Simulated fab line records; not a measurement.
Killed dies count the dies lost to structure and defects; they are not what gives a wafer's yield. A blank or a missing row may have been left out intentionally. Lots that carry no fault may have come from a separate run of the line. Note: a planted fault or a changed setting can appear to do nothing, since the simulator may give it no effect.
Comparing a struck lot with a sound one -- flow gf180mcu -- 14 steps out of a route of 602
Sound: these wafers, L581.2, L581.4, L581.5. Struck: wafers L579.2, L579.3, L579.4. At the end, the cause is stated.
Each step with rows lists, per side, the tool, then ch with its chambers, then its first start. Under that, the readings that differ: sound wafers -- struck wafers -- difference of the means -- sigmas: that difference in standard deviations of wafers without a fault.
alike: same words and numbers on both sides, and readings whose means sit less than 2 such deviations apart. not compared: any withheld reading, any reading some wafer has no value for, any bound like >300 that may hide the same value, and any number with overlapping values for which the record gives no deviation.
The two part at a step that has a row with sigmas, a row that says differs or no value, or rows on one side only. Non-overlapping numbers with no deviation appear without sigmas and do not part them. Lack of a reading on every wafer of one side parts them only where that side has two or more wafers.

first, 2 steps without rows for these wafers: GF_VT_IMPLANT_PEB_16; GF_VT_IMPLANT_DEVELOP_17 (develop time 60 s).
GF_VT_IMPLANT_OVL_MEAS_18:
  sound on overlay-02, day 9 16:04; struck on overlay-01, day 9 05:40
  alike: VT_IMPLANT_01_OVL
following that, these wafers have no rows for 1 step: GF_VT_IMPLANT_IMPLANT_19.
GF_VT_IMPLANT_STRIP_20: strips in O2/N2.
  sound on plasma_asher-03 ch 0, day 9 16:15; struck on plasma_asher-02 ch 0,1, day 9 05:50
  alike: drypump_motor_current_A, heater_power_w, n2_flow_sccm, oes_product_au, strip_time_to_endpoint_s
  not compared: rf_hours_counter_h
GF_VT_IMPLANT_TW_MEAS_21:
  sound on film_metro-04, day 9 16:22; struck on film_metro-04, day 9 05:57
  alike: VT_IMPLANT_2_TW
then, 6 steps without rows for these wafers: GF_VT_IMPLANT_DEHYDRATE_22 (time 60 s); GF_VT_IMPLANT_HMDS_23 (prime time 60 s); GF_VT_IMPLANT_COAT_24 (resist thk 1000 nm); GF_VT_IMPLANT_SOFTBAKE_25 (time 60 s); GF_VT_IMPLANT_EXPOSE_26 (exposes mask LVPWELL HV AREA, target cd 860 nm); GF_VT_IMPLANT_PEB_27.
GF_VT_IMPLANT_DEVELOP_28: develop time 60 s.
  struck on litho_track-03, day 9 23:27; sound on litho_track-03 ch 0, day 10 09:27
  no value came back on the struck wafers for any of 5 readings (chill_plate_temp_C (C), develop_time_s (s) and others); on the sound wafers chill_plate_temp_C (C) reads 22.92 22.93 22.95
GF_VT_IMPLANT_OVL_MEAS_29:
  sound on overlay-02, day 10 09:35; struck on overlay-02, day 9 23:35
reading,sound,struck,difference,sigmas
VT_IMPLANT_02_OVL (nm),-2.4 -2.2 -0.8,- - -,no value on the struck wafers,

## WHERE THEY PART
At GF_VT_IMPLANT_DEVELOP_28 first; at GF_VT_IMPLANT_OVL_MEAS_29 last (within this record only).

WHY: what had been put in by the simulator
Whole step skipped at GF_VT_IMPLANT_DEVELOP_28 on litho_track-03, starting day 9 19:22. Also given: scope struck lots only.
